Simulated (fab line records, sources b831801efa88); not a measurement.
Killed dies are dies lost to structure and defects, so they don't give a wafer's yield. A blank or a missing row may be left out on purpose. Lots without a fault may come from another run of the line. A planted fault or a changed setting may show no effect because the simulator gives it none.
fab line records | flow gf180mcu
record lots=5 wafers=15 last_day=33
route steps=602 shown M2@381 V2@382 M3@409
lots that met no fault: from a run of the same line without faults
start_h: hours from the record's first day to the start of the lot's first wafer shown | wait_h: hours since the lot's step before | " the same as in the row above | L1.1+2: a row that stands for several wafers | - no value, or no start given | * or withheld: withheld | < > ~ a bound
route shown NAME@n: a module of which the file shows steps, and the number in the route of the first | usual: mean/standard deviation of fault-free wafers | same: alike in all rows | chamber/n: place in a boat | sites: the reading at each site | _std_site: their standard deviation | _edge_site: outer sites' mean less inner sites' | radius_mm: how far each site lies from the wafer's centre | mask NAME#n: copy n | behind: the tool/chamber that last shaped the wafer | hold: why the lot was held/for how many hours/how that ended | device: the transistor (n, p or np) that didn't switch | end of line: the same wafers' tests at the end of the route | a step without rows: its recipe alone | killed: dies lost to structure and defects at the first sort, not the wafer's yield | map: a wafer's dies, x killed, . not, _ none there
set.NAME: the setting as run; set.NAME@STEP: as run at that earlier step | model.NAME: the simulator's own value behind a step, which no gauge read
lots at some steps of the route; a table a step, a row a wafer
services: from which hour (start_h, from the record's first day; less than 0 if before it) a tool's chamber was out of use, for how many hours, and why
## steps
# step GF_M2_CLEAN_19
# recipe chemistry=DIW dry=n2_spin
# columns lot.wafer tool chamber start_h wait_h
L074.2+4+5 wet_bench-02 2 432.62 0.0
L076.2+4+6 wet_bench-02 1 448.54 0.0
L080.2+3+6 wet_bench-04 2 491.38 0.0
L086.2+4+5 wet_bench-01 3 548.47 0.0
L092.1+2+3 wet_bench-02 3 593.72 0.0
# step GF_V2_CVD_00
# recipe material=SiO2 target_thk_nm=600 sigma_open_frac=0.3 temp_c=400 time_s=100 sih4_flow_sccm=60 pressure_mtorr=6
# same time_s=100
# columns lot.wafer tool chamber start_h wait_h
L074.2+4+5 hdpcvd-02 2,1,0 432.71 0.0
L076.2+4+6 hdpcvd-02 1,0,2 448.65 0.0
L080.2+3+6 hdpcvd-02 1,0,2 491.49 0.0
L086.2+4+5 hdpcvd-02 0,0,2 548.56 0.0
L092.1+2+3 hdpcvd-01 2,1,0 593.83 0.0
# step GF_V2_THK_MEAS_01
# recipe reads=SiO2_of_V2_CVD_00
# usual V2_CVD_00_THK=601/6.5
# columns lot.wafer tool chamber start_h wait_h V2_CVD_00_THK[nm]
L074.2 film_metro-04 - 432.79 0.0 608
L074.4 " - " " 612
L074.5 " - " " 607
L076.2 film_metro-03 - 448.73 0.0 602
L076.4 " - " " 610
L076.6 " - " " 602
L080.2 film_metro-03 - 491.58 0.0 606
L080.3 " - " " 611
L080.6 " - " " 615
L086.2 film_metro-03 - 548.64 0.0 612
L086.4 " - " " 612
L086.5 " - " " 609
L092.1 film_metro-01 - 593.90 0.0 588
L092.2 " - " " 599
L092.3 " - " " 582
# step GF_V2_CVD_02
# recipe material=SiO2 target_thk_nm=850 precursor=TEOS temp_c=400 time_s=94.851 rf_w=600
# usual heater_power_w=652/100
# same time_s=94.851
# columns lot.wafer tool chamber start_h wait_h heater_power_w
L074.2 pecvd-02 2 432.84 0.0 481
L074.4 " 2 " " 527
L074.5 " 0 " " 710
L076.2 pecvd-04 0 448.78 0.0 584
L076.4 " 0 " " 627
L076.6 " 1 " " 671
L080.2 pecvd-04 1 491.63 0.0 616
L080.3 " 2 " " 656
L080.6 " 0 " " 610
L086.2 pecvd-03 0 548.69 0.0 661
L086.4 " 0 " " 726
L086.5 " 1 " " 695
L092.1 pecvd-02 2 593.96 0.1 474
L092.2 " 1 " " 711
L092.3 " 0 " " 860
# step GF_V2_THK_MEAS_03
# recipe reads=SiO2_of_V2_CVD_02
# usual V2_CVD_02_THK=850/10
# columns lot.wafer tool chamber start_h wait_h V2_CVD_02_THK[nm]
L074.2 film_metro-04 - 432.92 0.0 842
L074.4 " - " " 856
L074.5 " - " " 855
L076.2 film_metro-04 - 448.86 0.0 844
L076.4 " - " " 842
L076.6 " - " " 849
L080.2 film_metro-04 - 491.71 0.0 870
L080.3 " - " " 858
L080.6 " - " " 859
L086.2 film_metro-03 - 548.77 0.0 835
L086.4 " - " " 852
L086.5 " - " " 840
L092.1 film_metro-04 - 594.03 0.0 834
L092.2 " - " " 849
L092.3 " - " " 850
# step GF_V2_CMP_04
# recipe material=SiO2 down_force_psi=4 platen_rpm=60 pad_velocity_m_s=0.94248
# usual motor_current_A=12.1/1.2 time_to_endpoint_s=82/5.6
# columns lot.wafer tool chamber start_h wait_h motor_current_A time_to_endpoint_s
L074.2 cmp-02 3 432.97 0.0 10.8 86
L074.4 " 1 " " 11.1 80
L074.5 " 0 " " 11.6 83
L076.4 cmp-01 1 449.08 0.2 13.1 76
L076.2 " 2 " " 11.8 80
L076.6 " 0 " " 14.7 81
L080.3 cmp-02 3 491.76 0.0 10.8 81
L080.2 " 2 " " 10.8 84
L080.6 " 0 " " 10.5 77
L086.4 cmp-02 3 548.82 0.0 10.9 88
L086.2 " 0 " " 10.8 76
L086.5 " 3 " " 10.7 83
L092.2 cmp-01 0 594.09 0.0 14.2 83
L092.3 " 2 " " 11.7 83
L092.1 " 3 " " 11.5 81
# step GF_V2_BOW_MEAS_05
# recipe mode=bow
# usual V2_BOW=100/7.4
# columns lot.wafer tool chamber start_h wait_h V2_BOW[um]
L074.2 film_metro-04 - 433.29 0.3 108
L074.4 " - " " 105
L074.5 " - " " 116
L076.2 film_metro-04 - 449.35 0.2 113
L076.4 " - " " 105
L076.6 " - " " 100
L080.2 film_metro-03 - 492.08 0.1 108
L080.3 " - " " 101
L080.6 " - " " 106
L086.2 film_metro-01 - 549.14 0.2 106
L086.4 " - " " 107
L086.5 " - " " 102
L092.1 film_metro-04 - 594.39 0.1 105
L092.2 " - " " 109
L092.3 " - " " 94
# step GF_V2_DEHYDRATE_06
# recipe temp_c=200 time_s=60
# usual chill_plate_temp_C=22.98/0.11 heater_power_total_W=160.37/0.12
# same time_s=60
# columns lot.wafer tool chamber start_h wait_h chill_plate_temp_C heater_power_total_W
L074.2 litho_track-01 0 444.27 11.0 22.92 160.52
L074.4 " 0 " " 23.18 160.24
L074.5 " 0 " " 22.89 160.16
L076.2 litho_track-04 0 460.18 10.8 22.91 160.13
L076.4 " 0 " " 23.00 160.50
L076.6 " 0 " " 22.81 160.23
L080.2 litho_track-02 0 503.07 11.0 23.01 160.35
L080.3 " 0 " " 23.02 160.36
L080.6 " 0 " " 23.04 160.40
L086.2 litho_track-04 0 559.67 10.5 22.89 160.23
L086.4 " 0 " " 23.02 160.44
L086.5 " 0 " " 23.09 160.11
L092.1 litho_track-01 0 604.34 9.9 23.07 160.30
L092.2 " 0 " " 22.91 160.40
L092.3 " 0 " " 22.97 160.29
# step GF_V2_HMDS_07
# recipe prime_time_s=60 prime_temp_c=120
# usual chill_plate_temp_C=22.99/0.11
# columns lot.wafer tool chamber start_h wait_h chill_plate_temp_C
L074.2 litho_track-01 0 444.42 0.1 22.88
L074.4 " 0 " " 22.78
L074.5 " 0 " " 22.91
L076.2 litho_track-04 0 460.33 0.1 23.03
L076.4 " 0 " " 23.06
L076.6 " 0 " " 22.97
L080.2 litho_track-02 0 503.22 0.1 23.06
L080.3 " 0 " " 23.03
L080.6 " 0 " " 22.90
L086.2 litho_track-04 0 559.82 0.1 22.80
L086.4 " 0 " " 22.88
L086.5 " 0 " " 22.86
L092.1 litho_track-01 0 604.49 0.1 23.01
L092.2 " 0 " " 22.94
L092.3 " 0 " " 23.15
# step GF_V2_COAT_08
# recipe resist=BARC temp_c=withheld time_s=withheld spin_rpm=withheld resist_thk_nm=withheld
# usual chill_plate_temp_C=*
# columns lot.wafer tool chamber start_h wait_h chill_plate_temp_C
L074.2 litho_track-01 0 444.57 0.1 *
L074.4 " 0 " " *
L074.5 " 0 " " *
L076.2 litho_track-04 0 460.48 0.1 *
L076.4 " 0 " " *
L076.6 " 0 " " *
L080.2 litho_track-02 0 503.37 0.1 *
L080.3 " 0 " " *
L080.6 " 0 " " *
L086.2 litho_track-04 0 559.97 0.1 *
L086.4 " 0 " " *
L086.5 " 0 " " *
L092.1 litho_track-01 0 604.64 0.1 *
L092.2 " 0 " " *
L092.3 " 0 " " *
# step GF_V2_COAT_09
# recipe resist=KrF spin_rpm=withheld resist_thk_nm=1000
# usual chill_plate_temp_C=23.00/0.095
# columns lot.wafer tool chamber start_h wait_h chill_plate_temp_C
L074.2 litho_track-01 0 - - 23.16
L074.4 " 0 " " 22.98
L074.5 " 0 " " 23.05
L076.2 litho_track-04 0 - - 23.08
L076.4 " 0 " " 23.03
L076.6 " 0 " " 22.95
L080.2 litho_track-02 0 - - 22.92
L080.3 " 0 " " 22.87
L080.6 " 0 " " 22.85
L086.2 litho_track-04 0 - - 22.95
L086.4 " 0 " " 22.96
L086.5 " 0 " " 22.88
L092.1 litho_track-01 0 - - 22.90
L092.2 " 0 " " 22.87
L092.3 " 0 " " 23.17
# step GF_V2_SOFTBAKE_10
# recipe temp_c=130 time_s=60 resist=KrF
# usual chill_plate_temp_C=23.00/0.1 heater_power_total_W=93.05/0.058
# same time_s=60
# columns lot.wafer tool chamber start_h wait_h chill_plate_temp_C heater_power_total_W
L074.2 litho_track-01 0 - - 23.15 93.10
L074.4 " 0 " " 23.15 92.90
L074.5 " 0 " " 23.03 93.00
L076.2 litho_track-04 0 - - 22.88 93.08
L076.4 " 0 " " 23.11 92.95
L076.6 " 0 " " 22.99 93.02
L080.2 litho_track-02 0 - - 22.92 92.96
L080.3 " 0 " " 23.00 93.07
L080.6 " 0 " " 22.83 92.97
L086.2 litho_track-04 0 - - 22.97 93.14
L086.4 " 0 " " 22.98 93.07
L086.5 " 0 " " 22.82 93.03
L092.1 litho_track-01 0 - - 22.77 93.05
L092.2 " 0 " " 22.90 93.08
L092.3 " 0 " " 22.88 93.08
# step GF_V2_EXPOSE_11
# recipe mask_id=Via2 target_cd_nm=260 na=0.68 source_shape=conventional sigma_outer=0.6 dose_mj=38
# columns lot.wafer tool chamber start_h wait_h mask
L074.2+4+5 krf_scanner-01 0 - - Via2#0
L076.2+4+6 krf_scanner-02 0 - - Via2#0
L080.2+3+6 krf_scanner-02 0 - - Via2#0
L086.2+4+5 krf_scanner-02 0 - - Via2#0
L092.1+2+3 krf_scanner-02 0 - - Via2#0
# step GF_V2_PEB_12
# recipe peb_temp_c=135 peb_time_s=90 resist=KrF
# usual chill_plate_temp_C=22.95/0.11 heater_power_total_W=85.70/0.084
# columns lot.wafer tool chamber start_h wait_h chill_plate_temp_C heater_power_total_W
L074.2 litho_track-01 0 - - 22.84 85.78
L074.4 " 0 " " 22.84 85.80
L074.5 " 0 " " 22.79 85.68
L076.2 litho_track-04 0 - - 22.76 85.67
L076.4 " 0 " " 22.93 85.65
L076.6 " 0 " " 22.85 85.84
L080.2 litho_track-01 0 - - 22.98 85.71
L080.3 " 0 " " 23.01 85.79
L080.6 " 0 " " 23.02 85.78
L086.2 litho_track-04 0 - - 22.98 85.57
L086.4 " 0 " " 22.95 85.61
L086.5 " 0 " " 22.93 85.56
L092.1 litho_track-01 0 - - 23.12 85.83
L092.2 " 0 " " 23.01 85.66
L092.3 " 0 " " 22.91 85.71
# step GF_V2_DEVELOP_13
# recipe develop_time_s=60 resist=KrF dev_temp_c=21
# usual chill_plate_temp_C=22.97/0.12
# columns lot.wafer tool chamber start_h wait_h chill_plate_temp_C
L074.2 litho_track-01 0 456.27 0.2 22.73
L074.4 " 0 " " 22.67
L074.5 " 0 " " 22.96
L076.2 litho_track-04 0 472.43 0.2 22.91
L076.4 " 0 " " 22.98
L076.6 " 0 " " 22.87
L080.2 litho_track-01 0 515.67 0.2 22.92
L080.3 " 0 " " 23.08
L080.6 " 0 " " 22.92
L086.2 litho_track-04 0 570.92 0.2 23.11
L086.4 " 0 " " 23.17
L086.5 " 0 " " 23.12
L092.1 litho_track-01 0 614.99 0.2 23.12
L092.2 " 0 " " 23.11
L092.3 " 0 " " 23.05
# step GF_V2_CD_MEAS_14
# recipe target_cd_nm=260
# usual cd_nm=259.9/1.2
# columns lot.wafer tool chamber start_h wait_h cd_nm
L074.2 cd_sem-02 - 456.41 0.1 260.1
L074.4 " - " " 260.8
L074.5 " - " " 261.7
L076.2 cd_sem-02 - 472.57 0.1 261.3
L076.4 " - " " 261.9
L076.6 " - " " 261.8
L080.2 cd_sem-01 - 515.81 0.1 260.8
L080.3 " - " " 260.2
L080.6 " - " " 259.2
L086.2 cd_sem-01 - 571.07 0.1 259.6
L086.4 " - " " 260.6
L086.5 " - " " 260.5
L092.1 cd_sem-01 - 615.14 0.1 258.8
L092.2 " - " " 260.0
L092.3 " - " " 260.4
# step GF_V2_OVL_MEAS_15
# usual V2_OVL=-1/5.1
# columns lot.wafer tool chamber start_h wait_h V2_OVL[nm]
L074.2 overlay-01 - 456.52 0.1 -3
L074.4 " - " " -13
L074.5 " - " " -9
L076.2 overlay-01 - 472.68 0.1 3
L076.4 " - " " 1
L076.6 " - " " 1
L080.2 overlay-01 - 515.92 0.1 -5
L080.3 " - " " -5
L080.6 " - " " -7
L086.2 overlay-02 - 571.18 0.1 -1
L086.4 " - " " -9
L086.5 " - " " -6
L092.1 overlay-02 - 615.26 0.1 -1
L092.2 " - " " -1
L092.3 " - " " -2
# step GF_V2_ETCH_16
# recipe chemistry=N2/H2 target_depth_a=withheld overetch_a=withheld time_s=withheld target=BARC ion_energy_ev=200 source_w=500 bias_w=100 pressure_mtorr=30 n2_flow_sccm=100 h2_flow_sccm=200
# usual drypump_motor_current_A=5.7/0.46 oes_product_au=0.855/0.0045 throttle_valve_pct=13.225/0.0087
# columns lot.wafer tool chamber start_h wait_h drypump_motor_current_A oes_product_au throttle_valve_pct
L074.2 rie_diel-01 0 456.55 0.0 6.6 0.852 13.220
L074.4 " 3 " " 5.8 0.855 13.231
L074.5 " 2 " " 5.8 0.856 13.230
L076.2 rie_diel-02 0 472.71 0.0 5.3 0.852 13.220
L076.4 " 1 " " 6.2 0.857 13.228
L076.6 " 2 " " 5.1 0.859 13.209
L080.2 rie_diel-02 0 515.95 0.0 5.3 0.856 13.238
L080.3 " 2 " " 5.1 0.847 13.224
L080.6 " 0 " " 5.3 0.856 13.237
L086.2 rie_diel-01 0 571.21 0.0 6.6 0.858 13.224
L086.4 " 1 " " 5.8 0.857 13.236
L086.5 " 1 " " 5.9 0.861 13.220
L092.1 rie_diel-01 2 615.30 0.0 5.8 0.849 13.233
L092.2 " 3 " " 5.8 0.855 13.246
L092.3 " 1 " " 5.8 0.853 13.245
# step GF_V2_ETCH_17
# recipe chemistry=C4F8/O2/Ar mask_material=KrF target=SiO2 stop_on=TiN source_w=1500 bias_w=1200 pressure_mtorr=40 c4f8_flow_sccm=withheld O2_flow_sccm=6 Ar_flow_sccm=300 time_s=withheld target_depth_a=6300
# usual oes_product_au=0.856/0.0052
# columns lot.wafer tool chamber start_h wait_h oes_product_au
L074.2 rie_diel-01 0 - - 0.854
L074.4 " 3 " " 0.858
L074.5 " 2 " " 0.862
L076.2 rie_diel-02 0 - - 0.861
L076.4 " 1 " " 0.859
L076.6 " 2 " " 0.854
L080.2 rie_diel-02 0 - - 0.853
L080.3 " 2 " " 0.858
L080.6 " 0 " " 0.864
L086.2 rie_diel-01 0 - - 0.845
L086.4 " 1 " " 0.863
L086.5 " 1 " " 0.855
L092.1 rie_diel-01 2 - - 0.860
L092.2 " 3 " " 0.863
L092.3 " 1 " " 0.863
# step GF_V2_STRIP_18
# recipe chemistry=O2/N2 power_w=1400 pressure_mtorr=1500 platen_temp_c=250 o2_flow_sccm=3000 n2_flow_sccm=300 overash_fraction=0.5
# usual drypump_motor_current_A=5.7/0.42 heater_power_w=334/20 oes_product_au=0.594/0.0049
# columns lot.wafer tool chamber start_h wait_h drypump_motor_current_A heater_power_w oes_product_au rf_hours_counter_h
L074.2 plasma_asher-01 0 456.68 - 6.0 361 0.598 66
L074.4 " 1 " " 5.4 350 0.594 -
L074.5 " 0 " " 6.0 359 0.582 -
L076.2 plasma_asher-01 0 472.84 - 6.0 358 0.590 67
L076.4 " 0 " " 6.0 347 0.598 -
L076.6 " 0 " " 6.0 350 0.596 -
L080.2 plasma_asher-01 1 516.08 - 5.4 347 0.594 73
L080.3 " 0 " " 6.0 345 0.596 -
L080.6 " 1 " " 5.4 331 0.588 -
L086.2 plasma_asher-04 0 571.33 - 5.8 350 0.592 88
L086.4 " 1 " " 4.8 324 0.586 -
L086.5 " 0 " " 5.8 351 0.600 -
L092.1 plasma_asher-01 0 615.43 - 6.0 362 0.596 86
L092.2 " 1 " " 5.4 343 0.599 86
L092.3 " 0 " " 6.0 358 0.597 -
# step GF_V2_STRIP_19
# recipe chemistry=post_etch_residue_remover time_s=1200 temp_c=72.5
# same time_s=1200
# columns lot.wafer tool chamber start_h wait_h
L074.2+4+5 wet_bench-03 3 456.78 0.1
L076.2+4+6 wet_bench-02 3 472.94 0.1
L080.2+3+6 wet_bench-04 0 516.18 0.1
L086.2+4+5 wet_bench-04 0 571.43 0.1
L092.1+2+3 wet_bench-04 3 615.53 0.1
# step GF_V2_CLEAN_20
# recipe chemistry=DIW dry=n2_spin
# columns lot.wafer tool chamber start_h wait_h
L074.2+4+5 wet_bench-02 3 457.12 0.0
L076.2+4+6 wet_bench-04 0 473.31 0.0
L080.2+3+6 wet_bench-04 0 516.52 0.0
L086.2+4+5 wet_bench-02 1 571.78 0.0
L092.1+2+3 wet_bench-02 2 615.87 0.0
# step GF_V2_SPUTTER_21
# recipe material=Ti target_thk_nm=15 chamber_pressure_pa=5 power_w=2500 substrate_temp_c=200 time_s=80.02
# usual chamber_pressure_pa=5.000/0.0095 substrate_temp_c=200.01/0.16 throttle_valve_pct=30.1/1.3
# same time_s=80.02
# columns lot.wafer tool chamber start_h wait_h chamber_pressure_pa substrate_temp_c throttle_valve_pct
L074.2 pvd_sputter-04 - 457.22 0.0 5.006 199.95 28.2
L074.4 " - " " 4.996 199.72 30.1
L074.5 " - " " 5.000 199.98 28.5
L076.2 pvd_sputter-04 - 473.42 0.0 4.989 200.07 28.1
L076.4 " - " " 5.000 200.18 29.9
L076.6 " - " " 5.014 200.01 31.6
L080.2 pvd_sputter-03 - 516.61 0.0 5.002 200.20 29.4
L080.3 " - " " 5.000 200.20 30.6
L080.6 " - " " 4.999 200.11 31.3
L086.2 pvd_sputter-03 - 571.87 0.0 4.972 199.99 29.2
L086.4 " - " " 4.999 200.08 31.5
L086.5 " - " " 5.001 200.06 30.9
L092.1 pvd_sputter-03 - 615.97 0.0 4.996 200.00 31.1
L092.2 " - " " 5.013 200.09 29.5
L092.3 " - " " 5.007 199.89 31.6
# step GF_V2_SPUTTER_22
# recipe material=TiN target_thk_nm=10 chamber_pressure_pa=5 power_w=4000 time_s=40
# usual chamber_pressure_pa=5.000/0.0093 throttle_valve_pct=30.2/1.3
# same time_s=40
# columns lot.wafer tool chamber start_h wait_h chamber_pressure_pa throttle_valve_pct
L074.2 pvd_sputter-04 - 457.28 0.0 5.013 28.2
L074.4 " - " " 4.998 29.8
L074.5 " - " " 4.989 27.9
L076.2 pvd_sputter-04 - 473.48 0.0 4.991 28.3
L076.4 " - " " 5.010 30.2
L076.6 " - " " 4.987 31.8
L080.2 pvd_sputter-03 - 516.67 0.0 5.009 29.3
L080.3 " - " " 5.004 30.5
L080.6 " - " " 5.009 31.2
L086.2 pvd_sputter-03 - 571.93 0.0 4.994 29.4
L086.4 " - " " 5.001 31.8
L086.5 " - " " 4.999 31.1
L092.1 pvd_sputter-03 - 616.03 0.0 4.989 30.9
L092.2 " - " " 4.985 29.2
L092.3 " - " " 5.005 31.6
# step GF_V2_CVD_23
# recipe material=W target_thk_nm=350 time_s=104.94 temp_c=400 pressure_torr=40
# usual heater_power_w=840/48
# same time_s=104.94
# columns lot.wafer tool chamber start_h wait_h heater_power_w
L074.2 cvd_w-01 1 457.32 0.0 781
L074.4 " 0 " " 829
L074.5 " 0 " " 841
L076.2 cvd_w-02 0 473.52 0.0 936
L076.4 " 0 " " 911
L076.6 " 0 " " 957
L080.2 cvd_w-02 1 516.71 0.0 879
L080.3 " 1 " " 875
L080.6 " 0 " " 925
L086.2 cvd_w-02 1 572.00 0.1 866
L086.4 " 1 " " 858
L086.5 " 1 " " 890
L092.1 cvd_w-01 0 616.07 0.0 837
L092.2 " 1 " " 800
L092.3 " 1 " " 796
# step GF_V2_RS_MEAS_24
# recipe thk_meas_gauge=four-point-probe reads=W_of_V2_CVD_23+TiN_of_V2_SPUTTER_22+Ti_of_V2_SPUTTER_21
# usual V2_W_RS=0.327/0.0037
# columns lot.wafer tool chamber start_h wait_h V2_W_RS[ohm/sq]
L074.2 film_metro-01 - 457.45 0.1 0.328
L074.4 " - " " 0.322
L074.5 " - " " 0.327
L076.2 film_metro-03 - 473.67 0.1 0.331
L076.4 " - " " 0.328
L076.6 " - " " 0.321
L080.2 film_metro-01 - 516.84 0.1 0.334
L080.3 " - " " 0.328
L080.6 " - " " 0.329
L086.2 film_metro-03 - 572.21 0.2 0.337
L086.4 " - " " 0.331
L086.5 " - " " 0.330
L092.1 film_metro-04 - 616.18 0.1 0.323
L092.2 " - " " 0.327
L092.3 " - " " 0.326
# step GF_V2_THK_MEAS_25
# recipe thk_meas_gauge=xrf reads=W_of_V2_CVD_23
# usual V2_W_THK=358/5.4
# columns lot.wafer tool chamber start_h wait_h V2_W_THK[nm]
L074.2 film_metro-01 - 457.56 0.1 353
L074.4 " - " " 356
L074.5 " - " " 353
L076.2 film_metro-03 - 473.78 0.1 354
L076.4 " - " " 358
L076.6 " - " " 365
L080.2 film_metro-01 - 516.95 0.1 349
L080.3 " - " " 356
L080.6 " - " " 357
L086.2 film_metro-03 - 572.32 0.1 350
L086.4 " - " " 356
L086.5 " - " " 356
L092.1 film_metro-04 - 616.30 0.1 363
L092.2 " - " " 362
L092.3 " - " " 363
# step GF_V2_CMP_26
# recipe stop_on=SiO2 down_force_psi=3.5 platen_rpm=60 t_overpolish_s=15 target_thk_nm=0 pad_velocity_m_s=0.94248
# usual motor_current_A=11.1/1 overpolish_run_s=15.000/0.0087 time_to_endpoint_s=86/4.3
# same t_overpolish_s=15
# columns lot.wafer tool chamber start_h wait_h motor_current_A overpolish_run_s time_to_endpoint_s
L074.4 cmp-01 1 457.71 0.1 12.0 15.016 82
L074.2 " 2 " " 10.7 14.994 86
L074.5 " 3 " " 11.1 14.987 85
L076.2 cmp-02 2 473.88 0.1 10.7 14.991 86
L076.4 " 3 " " 9.7 15.010 85
L076.6 " 2 " " 10.5 14.998 83
L080.3 cmp-02 1 517.05 0.1 10.4 15.002 80
L080.2 " 3 " " 9.8 15.002 84
L080.6 " 0 " " 10.4 15.005 81
L086.2 cmp-02 2 572.37 0.0 10.3 14.989 83
L086.4 " 0 " " 9.7 14.997 80
L086.5 " 3 " " 9.4 14.996 87
L092.3 cmp-02 2 616.36 0.0 10.3 14.998 87
L092.1 " 3 " " 9.7 14.992 88
L092.2 " 0 " " 10.6 15.003 82
# step GF_M3_SPUTTER_00
# recipe material=Ti target_thk_nm=37.5 arriving_ion_energy_ev=80 substrate_temp_c=200 chamber_pressure_pa=2 power_w=4000 time_s=150
# usual chamber_pressure_pa=2.000/0.0037 substrate_temp_c=200.03/0.16 throttle_valve_pct=30.3/1
# same time_s=150
# columns lot.wafer tool chamber start_h wait_h chamber_pressure_pa substrate_temp_c throttle_valve_pct
L074.2 pvd_sputter-03 - 457.91 0.1 1.998 199.82 31.5
L074.4 " - " " 1.998 200.21 30.9
L074.5 " - " " 1.998 200.16 30.8
L076.2 pvd_sputter-03 - 474.13 0.2 1.997 199.93 31.2
L076.4 " - " " 1.998 200.26 29.2
L076.6 " - " " 2.002 199.57 31.0
L080.2 pvd_sputter-04 - 517.30 0.1 1.998 200.13 31.8
L080.3 " - " " 1.995 199.93 29.6
L080.6 " - " " 1.999 200.10 31.8
L086.2 pvd_sputter-04 - 572.67 0.2 2.002 200.00 31.5
L086.4 " - " " 2.000 199.87 29.7
L086.5 " - " " 1.995 199.83 29.7
L092.1 pvd_sputter-04 - 616.66 0.2 1.996 199.74 30.1
L092.2 " - " " 1.999 199.87 28.2
L092.3 " - " " 2.002 200.00 29.8
# step GF_M3_SPUTTER_01
# recipe material=TiN target_thk_nm=30 power_w=6500 time_s=25 chamber_pressure_pa=0.4
# usual chamber_pressure_pa=0.3999/0.00083 throttle_valve_pct=30.3/1
# same time_s=25
# columns lot.wafer tool chamber start_h wait_h chamber_pressure_pa throttle_valve_pct
L074.2 pvd_sputter-03 - 458.01 0.1 0.3990 31.4
L074.4 " - " " 0.3989 30.7
L074.5 " - " " 0.3985 30.7
L076.2 pvd_sputter-03 - 474.23 0.1 0.3997 31.4
L076.4 " - " " 0.3996 29.4
L076.6 " - " " 0.4002 31.0
L080.2 pvd_sputter-04 - 517.40 0.1 0.4001 31.6
L080.3 " - " " 0.4005 29.9
L080.6 " - " " 0.3997 31.7
L086.2 pvd_sputter-04 - 572.77 0.1 0.3996 31.5
L086.4 " - " " 0.4004 29.5
L086.5 " - " " 0.3988 29.5
L092.1 pvd_sputter-04 - 616.76 0.1 0.3993 30.1
L092.2 " - " " 0.3992 28.1
L092.3 " - " " 0.4001 29.6
# step GF_M3_SPUTTER_02
# recipe material=AlCu target_thk_nm=450 power_w=10600 time_s=23.9 chamber_pressure_pa=0.4
# usual chamber_pressure_pa=0.4000/0.00079 throttle_valve_pct=30.3/1
# same time_s=23.9
# columns lot.wafer tool chamber start_h wait_h chamber_pressure_pa throttle_valve_pct
L074.2 pvd_sputter-03 - 458.04 0.0 0.3993 31.7
L074.4 " - " " 0.4011 30.7
L074.5 " - " " 0.3997 30.9
L076.2 pvd_sputter-03 - 474.27 0.0 0.4016 31.3
L076.4 " - " " 0.4007 29.2
L076.6 " - " " 0.3986 31.1
L080.2 pvd_sputter-04 - 517.43 0.0 0.3989 31.4
L080.3 " - " " 0.4008 29.7
L080.6 " - " " 0.3997 31.6
L086.2 pvd_sputter-04 - 572.80 0.0 0.3996 31.3
L086.4 " - " " 0.3991 29.7
L086.5 " - " " 0.4001 29.9
L092.1 pvd_sputter-04 - 616.79 0.0 0.4001 29.9
L092.2 " - " " 0.3997 28.4
L092.3 " - " " 0.3995 29.9
# step GF_M3_SPUTTER_03
# recipe material=Ti target_thk_nm=10 substrate_temp_c=300 chamber_pressure_pa=0.3 power_w=3000 time_s=6.7
# usual chamber_pressure_pa=0.3000/0.00059 substrate_temp_c=300.00/0.2 throttle_valve_pct=30.3/1
# same time_s=6.7
# columns lot.wafer tool chamber start_h wait_h chamber_pressure_pa substrate_temp_c throttle_valve_pct
L074.2 pvd_sputter-03 - 458.07 0.0 0.3014 299.64 31.9
L074.4 " - " " 0.3002 300.27 30.6
L074.5 " - " " 0.2996 300.40 30.7
L076.2 pvd_sputter-03 - 474.30 0.0 0.3005 300.14 31.5
L076.4 " - " " 0.2993 299.78 29.5
L076.6 " - " " 0.3001 300.09 31.2
L080.2 pvd_sputter-04 - 517.46 0.0 0.3005 300.21 31.4
L080.3 " - " " 0.2992 300.07 29.6
L080.6 " - " " 0.3006 299.94 31.6
L086.2 pvd_sputter-04 - 572.83 0.0 0.2995 300.30 31.6
L086.4 " - " " 0.3007 300.14 29.9
L086.5 " - " " 0.3002 300.08 29.9
L092.1 pvd_sputter-04 - 616.82 0.0 0.2992 299.71 30.0
L092.2 " - " " 0.3010 299.75 28.3
L092.3 " - " " 0.3003 299.72 29.8
# step GF_M3_SPUTTER_04
# recipe material=TiN target_thk_nm=50 power_w=6500 time_s=41.7 chamber_pressure_pa=0.4
# usual chamber_pressure_pa=0.4000/0.00081 throttle_valve_pct=30.3/1
# same time_s=41.7
# columns lot.wafer tool chamber start_h wait_h chamber_pressure_pa throttle_valve_pct
L074.2 pvd_sputter-03 - 458.09 0.0 0.3996 31.8
L074.4 " - " " 0.3992 30.6
L074.5 " - " " 0.3998 30.7
L076.2 pvd_sputter-03 - 474.32 0.0 0.3993 31.7
L076.4 " - " " 0.3984 29.6
L076.6 " - " " 0.4010 30.8
L080.2 pvd_sputter-04 - 517.49 0.0 0.3992 31.8
L080.3 " - " " 0.3997 29.9
L080.6 " - " " 0.3992 31.7
L086.2 pvd_sputter-04 - 572.85 0.0 0.4019 31.5
L086.4 " - " " 0.4003 29.7
L086.5 " - " " 0.4005 29.6
L092.1 pvd_sputter-04 - 616.84 0.0 0.4014 30.0
L092.2 " - " " 0.3986 28.4
L092.3 " - " " 0.3979 29.7
## services
# columns tool chamber start_h hours kind
cmp-02 - 410.04 4.0 pm
rie_diel-02 0 412.95 2.4 repair
hdpcvd-02 - 430.79 1.3 repair
krf_scanner-02 - 440.95 5.3 repair
rie_diel-01 3 447.31 1.6 repair
cmp-02 - 466.08 1.1 repair
wet_bench-04 - 469.34 1.9 pm
hdpcvd-02 - 481.96 0.8 repair
cmp-02 - 503.12 0.3 repair
rie_diel-01 - 518.41 0.8 repair
krf_scanner-02 - 522.98 0.8 pm
krf_scanner-02 - 529.43 1.3 pm
krf_scanner-02 - 541.98 0.3 repair
krf_scanner-02 - 547.63 1.0 pm
rie_diel-02 - 553.91 2.8 pm
hdpcvd-02 - 559.11 0.7 repair
cmp-02 - 578.84 1.6 repair
pvd_sputter-04 - 580.08 1.3 repair
pvd_sputter-03 - 589.10 1.5 repair
cmp-02 - 592.08 0.6 repair
hdpcvd-02 - 594.76 2.5 repair
hdpcvd-02 - 601.18 6.0 pm
wet_bench-02 - 604.83 2.2 repair
pvd_sputter-04 - 613.60 3.0 repair
## key
fault none
